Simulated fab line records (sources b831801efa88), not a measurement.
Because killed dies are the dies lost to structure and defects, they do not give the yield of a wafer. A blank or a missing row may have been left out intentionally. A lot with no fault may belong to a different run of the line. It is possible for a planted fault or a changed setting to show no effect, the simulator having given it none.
fab line records    flow sky130    part 2 of 2: steps 30 to 41 of 41
record lots=5  wafers=15  last-day=50
route steps=708 shown CAPM@539 METAL3@555 VIA3@573
lots with no fault: from the same line, run without faults
start-h: the number of hours between the record's first day and the start of the first shown wafer of the lot    wait-h: how many hours have passed since the lot's step before this one    " repeats the value in the row above    L1.1+2: one row covering several wafers at once    - no value, or no start given    * or withheld: withheld    < > ~ a bound
route shown NAME@n: a module of which the file shows steps, and the number in the route of the first    usual: mean and standard deviation over wafers with no fault    same: alike in all rows    chamber/n: place in a boat    sites: per-site readings    _std_site: how widely they spread, as a standard deviation    _edge_site: the outer-site mean with the inner-site mean subtracted    radius-mm: for every site, how far away it sits from the centre of the wafer    mask NAME#n: copy n    behind: tool/chamber where the wafer was last shaped    hold: cause of the lot's hold/its duration in hours/its outcome    device: whichever transistor did not switch (one of n, p or np)    end of line: at the end of the route, the tests of the same wafers    a step with no rows: only its recipe    killed: dies lost to structure and defects at the first sort, not the wafer's yield    map: per-die view of a wafer (x killed, . not killed, _ where there is no die)
set.NAME: the setting that was run; set.NAME@STEP: the one run at that earlier step    model.NAME: the simulator's own value behind a step, which no gauge read
a table for each step, a row for each wafer; lots at some steps of the route
services: the hour from which a tool's chamber was out of use, counted from the record's first day as start-h (under 0 if before that day), plus the number of hours and why
## steps
# step SKY_METAL3_METAL_ETCH_18
# recipe target-depth-a=8450  stop-on=SiO2  over-etch-frac=0.3  time-s=183.1  chemistry=Cl2/BCl3  resist-sidewall-deg=88  pressure-mtorr=10  icp-w=900  bias-w=48.5  Cl2_flow_sccm=60  bcl3-flow-sccm=30
# usual chamber-pressure-mTorr=10.000/0.009  drypump-motor-current-A=5.8/0.54  oes-product-au=0.867/0.0065  throttle-valve-pct=22.264/0.0085
lot.wafer  tool          chamber  start-h  wait-h  chamber-pressure-mTorr  drypump-motor-current-A  oes-product-au  rf-hours-counter-h  throttle-valve-pct
L079.3     rie-metal-01  1        940.77   0.1     10.005                  5.0                      0.861           -                   22.258
L079.4     "             0        "        "       9.997                   6.3                      0.862           -                   22.260
L079.5     "             1        "        "       10.007                  5.0                      0.861           -                   22.265
L091.1     rie-metal-02  1        1026.49  0.0     10.012                  5.4                      0.868           16                  22.268
L091.2     "             0        "        "       10.001                  6.3                      0.860           3                   22.268
L091.4     "             0        "        "       10.001                  6.3                      0.857           -                   22.263
L094.4     rie-metal-04  1        1038.25  0.1     9.997                   6.0                      0.870           -                   22.266
L094.5     "             0        "        "       9.988                   6.2                      0.870           -                   22.254
L094.6     "             1        "        "       10.006                  6.0                      0.862           -                   22.251
L095.1     rie-metal-02  1        1044.88  0.0     9.989                   5.4                      0.861           17                  22.265
L095.5     "             0        "        "       10.012                  6.3                      0.867           -                   22.278
L095.6     "             1        "        "       9.992                   5.4                      0.876           -                   22.271
L097.2     rie-metal-01  1        1060.98  0.0     9.999                   5.0                      0.866           13                  22.269
L097.3     "             1        "        "       9.991                   5.0                      0.876           -                   22.258
L097.5     "             1        "        "       10.005                  5.0                      0.866           -                   22.274
# step SKY_METAL3_STRIP_19
# recipe chemistry=O2/N2  power-w=1400  pressure-mtorr=1500  platen-temp-c=withheld  o2-flow-sccm=3000  n2-flow-sccm=300  overash-fraction=0.5
# usual chamber-pressure-mTorr=1500.1/1.3  drypump-motor-current-A=5.6/0.38  oes-product-au=0.503/0.0057  strip-time-to-endpoint-s=6.55/0.091
lot.wafer  tool             chamber  start-h  wait-h  chamber-pressure-mTorr  drypump-motor-current-A  oes-product-au  rf-hours-counter-h  strip-time-to-endpoint-s
L079.3     plasma-asher-01  0        940.93   0.1     1501.1                  5.2                      0.504           -                   6.57
L079.4     "                1        "        "       1498.9                  5.4                      0.499           -                   6.51
L079.5     "                1        "        "       1500.4                  5.4                      0.503           -                   6.57
L091.1     plasma-asher-03  0        1026.66  0.1     1502.6                  5.8                      0.503           28                  6.46
L091.2     "                1        "        "       1501.1                  5.3                      0.507           28                  6.51
L091.4     "                0        "        "       1498.1                  5.9                      0.493           -                   6.46
L094.4     plasma-asher-03  1        1038.40  0.1     1500.0                  5.3                      0.508           -                   6.62
L094.5     "                0        "        "       1499.2                  5.8                      0.506           -                   6.55
L094.6     "                1        "        "       1499.8                  5.3                      0.510           -                   6.56
L095.1     plasma-asher-01  0        1045.05  0.1     1499.9                  5.2                      0.499           58                  6.48
L095.5     "                1        "        "       1499.3                  5.5                      0.495           -                   6.45
L095.6     "                0        "        "       1501.9                  5.2                      0.497           -                   6.52
L097.2     plasma-asher-01  0        1061.15  0.1     1500.1                  5.2                      0.515           60                  6.70
L097.3     "                0        "        "       1502.2                  5.2                      0.504           -                   6.67
L097.5     "                0        "        "       1500.7                  5.2                      0.503           -                   6.69
# step SKY_METAL3_STRIP_20
# recipe chemistry=post-etch-residue-remover  time-s=1200  temp-c=72.5
lot.wafer   tool          chamber  start-h  wait-h
L079.3+4+5  wet-bench-02  1        940.99   0.0
L091.1+2+4  wet-bench-04  3        1026.76  0.1
L094.4+5+6  wet-bench-03  1        1038.47  0.0
L095.1+5+6  wet-bench-02  1        1045.15  0.1
L097.2+3+5  wet-bench-04  3        1061.25  0.1
# step SKY_METAL3_CLEAN_21
# recipe chemistry=IPA  time-s=180  temp-c=25
lot.wafer   tool          chamber  start-h  wait-h
L079.3+4+5  wet-bench-04  3        941.33   0.0
L091.1+2+4  wet-bench-02  1        1027.11  0.0
L094.4+5+6  wet-bench-02  2        1038.81  0.0
L095.1+5+6  wet-bench-03  3        1045.50  0.0
L097.2+3+5  wet-bench-03  2        1061.60  0.0
# step SKY_METAL3_CLEAN_22
# recipe chemistry=O3/DIW  dry=n2-spin
lot.wafer   tool          chamber  start-h  wait-h
L079.3+4+5  wet-bench-02  1        941.40   0.0
L091.1+2+4  wet-bench-04  2        1027.16  0.0
L094.4+5+6  wet-bench-04  1        1038.87  0.0
L095.1+5+6  wet-bench-04  0        1045.55  0.0
L097.2+3+5  wet-bench-02  0        1061.65  0.0
# step SKY_VIA3_HDPCVD_00
# recipe material=SiO2  target-thk-nm=1635  sigma-open-frac=0.3  time-s=272.5  temp-c=400  sih4-flow-sccm=60  pressure-mtorr=6
lot.wafer   tool       chamber  start-h  wait-h
L079.3+4+5  hdpcvd-01  2,2,0    941.49   0.0
L091.1+2+4  hdpcvd-02  1,0,2    1027.26  0.0
L094.4+5+6  hdpcvd-01  2,0,1    1039.04  0.1
L095.1+5+6  hdpcvd-01  2,2,0    1045.65  0.0
L097.2+3+5  hdpcvd-01  1,0,0    1061.75  0.0
# step SKY_VIA3_THK_MEAS_01
# recipe reads=SiO2_of_VIA3_HDPCVD_00
# usual VIA3_HDPCVD_THK=1646/21
lot.wafer  tool           chamber  start-h  wait-h  VIA3_HDPCVD_THK[nm]
L079.3     film-metro-04  -        941.68   0.1     1613
L079.4     "              -        "        "       1622
L079.5     "              -        "        "       1587
L091.1     film-metro-04  -        1027.42  0.1     1656
L091.2     "              -        "        "       1650
L091.4     "              -        "        "       1634
L094.4     film-metro-01  -        1039.16  0.0     1646
L094.5     "              -        "        "       1635
L094.6     "              -        "        "       1662
L095.1     film-metro-01  -        1045.82  0.1     1629
L095.5     "              -        "        "       1640
L095.6     "              -        "        "       1627
L097.2     film-metro-03  -        1061.92  0.1     1679
L097.3     "              -        "        "       1627
L097.5     "              -        "        "       1622
# step SKY_VIA3_CMP_02
# recipe material=SiO2  down-force-psi=4  platen-rpm=60  pad-velocity-m-s=0.94248
# usual motor-current-A=12.7/1.4  retaining-ring-pressure-frac=1.000/0.0048
lot.wafer  tool    chamber  start-h  wait-h  motor-current-A  retaining-ring-pressure-frac
L079.3     cmp-01  0        941.72   0.0     11.7             1.001
L079.4     "       2        "        "       15.0             0.991
L079.5     "       1        "        "       11.1             1.001
L091.4     cmp-01  1        1027.48  0.0     11.0             1.003
L091.2     "       2        "        "       15.7             1.000
L091.1     "       0        "        "       12.3             1.003
L094.4     cmp-01  2        1039.24  0.1     15.9             1.012
L094.6     "       1        "        "       10.5             0.995
L094.5     "       2        "        "       15.6             0.999
L095.1     cmp-02  1        1045.93  0.1     11.3             0.998
L095.6     "       0        "        "       12.0             1.004
L095.5     "       1        "        "       11.8             0.996
L097.3     cmp-01  3        1062.02  0.1     13.9             0.995
L097.2     "       1        "        "       10.9             1.001
L097.5     "       3        "        "       13.0             0.994
# step SKY_VIA3_BOW_MEAS_03
# recipe mode=bow
# usual VIA3_BOW=78/7.5
lot.wafer  tool           chamber  start-h  wait-h  VIA3_BOW[um]
L079.3     film-metro-04  -        942.06   0.3     85
L079.4     "              -        "        "       85
L079.5     "              -        "        "       82
L091.1     film-metro-03  -        1027.78  0.1     77
L091.2     "              -        "        "       72
L091.4     "              -        "        "       81
L094.4     film-metro-04  -        1039.55  0.3     87
L094.5     "              -        "        "       79
L094.6     "              -        "        "       79
L095.1     film-metro-03  -        1046.18  0.2     72
L095.5     "              -        "        "       82
L095.6     "              -        "        "       75
L097.2     film-metro-04  -        1062.29  0.1     76
L097.3     "              -        "        "       68
L097.5     "              -        "        "       62
# step SKY_VIA3_DEHYDRATE_04
# recipe temp-c=200  time-s=60
lot.wafer   tool            chamber  start-h  wait-h
L079.3+4+5  litho-track-01  0        953.57   11.5
L091.1+2+4  litho-track-01  0        1038.42  10.6
L094.4+5+6  litho-track-01  0        1050.05  10.5
L095.1+5+6  litho-track-03  0        1056.62  10.4
L097.2+3+5  litho-track-01  0        1071.80  9.5
# step SKY_VIA3_HMDS_05
# recipe prime-time-s=60  prime-temp-c=120
# usual prime-temp-c=119.98/0.12
lot.wafer  tool            chamber  start-h  wait-h  prime-temp-c
L079.3     litho-track-01  0        953.72   0.1     119.89
L079.4     "               0        "        "       119.78
L079.5     "               0        "        "       119.99
L091.1     litho-track-01  0        1038.57  0.1     120.14
L091.2     "               0        "        "       120.28
L091.4     "               0        "        "       120.15
L094.4     litho-track-01  0        1050.20  0.1     120.01
L094.5     "               0        "        "       119.80
L094.6     "               0        "        "       119.93
L095.1     litho-track-03  0        1056.77  0.1     119.97
L095.5     "               0        "        "       119.93
L095.6     "               0        "        "       119.88
L097.2     litho-track-01  0        1071.95  0.1     120.00
L097.3     "               0        "        "       120.08
L097.5     "               0        "        "       120.22
# step SKY_VIA3_COAT_06
# recipe resist=BARC  temp-c=withheld  time-s=withheld  spin-rpm=3000  resist-thk-nm=60
lot.wafer   tool            chamber  start-h  wait-h
L079.3+4+5  litho-track-01  0        953.87   0.1
L091.1+2+4  litho-track-01  0        1038.72  0.1
L094.4+5+6  litho-track-01  0        1050.35  0.1
L095.1+5+6  litho-track-03  0        1056.92  0.1
L097.2+3+5  litho-track-01  0        1072.10  0.1
## services
tool              chamber  start-h  hours  kind
rie-metal-02      -        867.04   0.4    repair
iline-stepper-02  -        882.31   1.1    repair
rie-diel-04       3        885.28   6.2    repair
krf-scanner-01    -        888.21   1.3    pm
rie-metal-01      1        891.71   4.9    repair
krf-scanner-02    -        892.87   1.3    pm
rie-diel-04       2        896.27   6.9    repair
rie-metal-04      -        896.68   0.3    repair
krf-scanner-01    -        905.78   0.8    pm
cmp-01            -        912.00   4.0    pm
cmp-01            -        916.00   5.4    pm
plasma-asher-01   -        936.81   3.9    repair
hdpcvd-01         -        950.25   15.0   pm
hdpcvd-01         -        969.43   0.7    repair
hdpcvd-01         -        983.12   0.8    repair
krf-scanner-01    -        984.64   1.0    pm
hdpcvd-01         -        1017.50  1.0    repair
krf-scanner-01    -        1027.29  4.4    pm
pvd-sputter-04    -        1029.51  2.6    repair
rie-diel-04       0        1050.46  19.6   repair
cmp-01            -        1052.79  0.2    repair
rie-diel-04       -        1053.70  0.2    repair
krf-scanner-01    -        1057.18  4.7    repair
krf-scanner-01    -        1064.11  1.3    pm
